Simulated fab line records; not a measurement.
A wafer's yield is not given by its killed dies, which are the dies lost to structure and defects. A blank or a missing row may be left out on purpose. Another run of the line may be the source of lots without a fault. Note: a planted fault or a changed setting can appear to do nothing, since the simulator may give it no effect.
Chamber matching | flow sky130 | SKY_CONTACT_CVD_00 on pecvd-04 has 3 sister chambers
The step deposits Si3N4, target thk 75 nm. 3 wafers are shown with their chamber, then 10 later ones without.

== WAFERS PAIRED WITH THEIR CHAMBERS ==
wafer  | chamber | heater power w (W)
L087.2 | 0       | 746
L087.4 | 1       | 658
L087.5 | 2       | 685

== WAFERS WHOSE CHAMBER IS MISSING ==
wafer  | heater power w (W)
L087.6 | 762
L092.1 | 660
L092.4 | 653
L092.6 | 802
L096.1 | 636
L096.2 | 662
L096.3 | 774
L096.4 | 782
L096.5 | 631
L096.6 | 669

== WHICH CHAMBER EACH ONE RAN IN ==
wafer  | from the rows above     | in truth
L087.6 | 0                       | 0
L092.1 | can't be placed: 1 or 2 | 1
L092.4 | can't be placed: 1 or 2 | 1
L092.6 | 0                       | 0
L096.1 | can't be placed: 1 or 2 | 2
L096.2 | can't be placed: 1 or 2 | 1
L096.3 | 0                       | 0
L096.4 | 0                       | 0
L096.5 | can't be placed: 1 or 2 | 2
L096.6 | can't be placed: 1 or 2 | 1
4 of 10 placed correctly. From these rows, 6 cannot be placed; in 6 the true chamber is one of the candidates. 0 placed wrongly.
How it was worked out, from the rows above alone: a wafer's distance from a chamber is the root of the sum, over the readings, of the square of ((its reading less the chamber's mean) divided by the reading's scatter). The wafer belongs to the nearest chamber; if the next one is less than 2 further off, it can't be placed. A chamber's mean is the mean of its shown wafers. The scatter: root of mean squared gap, hidden wafer to nearest shown wafer, with one shown wafer a chamber.
